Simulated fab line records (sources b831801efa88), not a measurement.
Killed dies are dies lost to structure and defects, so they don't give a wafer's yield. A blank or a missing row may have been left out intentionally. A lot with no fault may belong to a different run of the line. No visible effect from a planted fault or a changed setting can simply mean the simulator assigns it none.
2 desks, one fault | flow gf180mcu | numbers are kept per desk, each desk with only its own; the story behind them comes last

## THE TOOL OWNER'S DESK: rie_si-02
The tool's own readings at GF_POLY_GATE_ETCH_13 (etches poly-Si in HBr/Cl2, stops on SiO2, target depth 198.5 nm, time 69.6 s): means of the sampled wafers that have a number, for each lot that ran on this tool. Any lot whose mean is over 4 standard deviations away from the usual mean is out of limits and marked OUT; that distance is given in the brackets.
Columns: A = drypump_motor_current_A at GF_POLY_GATE_ETCH_13, usual 5.8 A; B = oes_product_au at GF_POLY_GATE_ETCH_13, usual 0.925 a.u.; C = run_length_s at GF_POLY_GATE_ETCH_13, usual 98.0 s; D = throttle_valve_pct at GF_POLY_GATE_ETCH_13, usual 33.684 %
lot  | first seen here | A   | B     | C               | D
L534 | day 9 15:13     | 6.2 | 0.931 | 97.6            | 33.680
L536 | day 10 02:40    | 5.8 | 0.921 | 97.9            | 33.673
L537 | day 10 09:28    | 5.8 | 0.935 | 98.2            | 33.681
L540 | day 11 09:45    | 6.3 | 0.950 | 95.5 (-5.6) OUT | 33.687
L541 | day 11 15:34    | 5.8 | 0.943 | 96.1 (-4.2) OUT | 33.685
L542 | day 11 19:15    | 5.9 | 0.952 | 96.0 (-4.5) OUT | 33.686
L551 | day 14 13:13    | 5.8 | 0.922 | 98.1            | 33.687
This desk's verdict: out of limits on L540, L541, L542, starting with L540 at day 11 09:45 (run_length_s at GF_POLY_GATE_ETCH_13). L534, L536, L537, L551: within limits.

## METROLOGY DESK
What the gauges read, lot by lot, whatever tool the lot ran on: means of the sampled wafers that have a number. Any lot whose mean is over 4 standard deviations away from the usual mean is out of limits and marked OUT; that distance is given in the brackets.
Columns: A = DUAL_GATE_OXIDATION_00_THK at GF_DUAL_GATE_THK_MEAS_03, usual 11.16 nm; B = DUAL_GATE_OVL at GF_DUAL_GATE_OVL_MEAS_11, usual 1.1 nm; C = cd_nm at GF_HV_LDD_CD_MEAS_07, usual 399.9 nm
lot  | first seen here | A     | B    | C
L534 | day 8 00:57     | 11.33 | 0.2  | 400.7
L535 | day 8 06:21     | 11.39 | 1.9  | 402.9
L536 | day 8 14:28     | 10.77 | 0.1  | 398.1
L537 | day 8 19:58     | 11.26 | 0.2  | 402.0
L540 | day 9 17:11     | 11.32 | -0.5 | 400.4
L541 | day 10 00:19    | 11.16 | 0.7  | 398.6
L542 | day 10 03:26    | 10.73 | 0.4  | 402.1
L549 | day 12 05:53    | 11.23 | 3.0  | 401.2
L551 | day 12 16:56    | 11.18 | 1.3  | 400.6
L552 | day 13 02:08    | 11.17 | 3.4  | 397.3
L553 | day 13 10:33    | 10.95 | 1.1  | 398.9
L554 | day 13 13:26    | 11.06 | 0.8  | 399.0
L555 | day 13 17:40    | 10.87 | 1.4  | 405.7
L556 | day 14 04:19    | 11.26 | 1.6  | 396.4
Finding of this desk: none of the 14 lots has anything out of limits.

## ALL TOGETHER
An alarm could have come from the tool owner's desk at day 11 09:45, on L540, L541, L542.
From the metrology desk's view, nothing was out of limits.
The metrology desk has L540, L541, L542 on record, within its limits.
All the named lots went through GF_POLY_GATE_ETCH_13 on rie_si-02.

## WHAT THE SIMULATOR HAD INSERTED
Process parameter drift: rie_si-02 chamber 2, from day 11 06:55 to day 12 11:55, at GF_POLY_GATE_ETCH_13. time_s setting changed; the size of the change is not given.
Shown lots that were struck: L540, L541, L542.
Hours from the fault's start to each desk's first reading out of limits: the tool owner's desk, 3.
